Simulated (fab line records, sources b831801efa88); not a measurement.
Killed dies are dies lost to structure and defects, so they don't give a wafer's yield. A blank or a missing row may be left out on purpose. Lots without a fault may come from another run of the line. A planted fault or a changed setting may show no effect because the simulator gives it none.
Chamber matching | flow gf180mcu | GF_MIM_CVD_05 on pecvd-04: 3 sister chambers
The step deposits Si3N4, target thk 42 nm, time 29.086 s. 14 wafers are shown with their chamber, then 7 later ones without.

WAFERS WITH THEIR CHAMBER
wafer  | chamber | heater_power_w (W)
L113.2 | 1       | 643
L113.5 | 2       | 610
L113.6 | 0       | 738
L114.1 | 1       | 608
L114.3 | 0       | 621
L114.4 | 1       | 600
L115.1 | 2       | 705
L115.3 | 1       | 610
L115.4 | 0       | 734
L120.4 | 0       | 693
L120.5 | 1       | 639
L120.6 | 2       | 689
L124.2 | 2       | 563
L124.5 | 0       | 648

SIGNATURES (means of the wafers above)
reading        | chamber 0 | chamber 1 | chamber 2 | scatter within a chamber
heater_power_w | 686.80    | 620.00    | 641.75    | 48.3
Rule: a wafer's distance from a chamber is the root of the sum, over the readings, of the square of ((its reading less the chamber's mean) divided by the reading's scatter). The wafer belongs to the nearest chamber; if the next one is less than 2 further off, it can't be placed. The scatter: the root of (the sum of the squares of (reading less its chamber's mean) over the shown wafers, divided by (wafers less chambers)).

WAFERS WITHOUT THEIR CHAMBER
wafer  | heater_power_w (W)
L124.6 | 587
L125.1 | 620
L125.4 | 616
L125.6 | 705
L126.1 | 649
L126.2 | 708
L126.4 | 655

WHICH CHAMBER EACH WENT THROUGH
wafer  | from the rows above          | in truth
L124.6 | can't be placed: 1 or 2 or 0 | 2
L125.1 | can't be placed: 1 or 2 or 0 | 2
L125.4 | can't be placed: 1 or 2 or 0 | 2
L125.6 | can't be placed: 0 or 2 or 1 | 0
L126.1 | can't be placed: 2 or 1 or 0 | 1
L126.2 | can't be placed: 0 or 2 or 1 | 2
L126.4 | can't be placed: 2 or 0 or 1 | 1
Placed correctly: 0 of 7. Can't be placed from these rows: 7 (the true chamber is among the candidates in 7). Placed wrongly: 0.
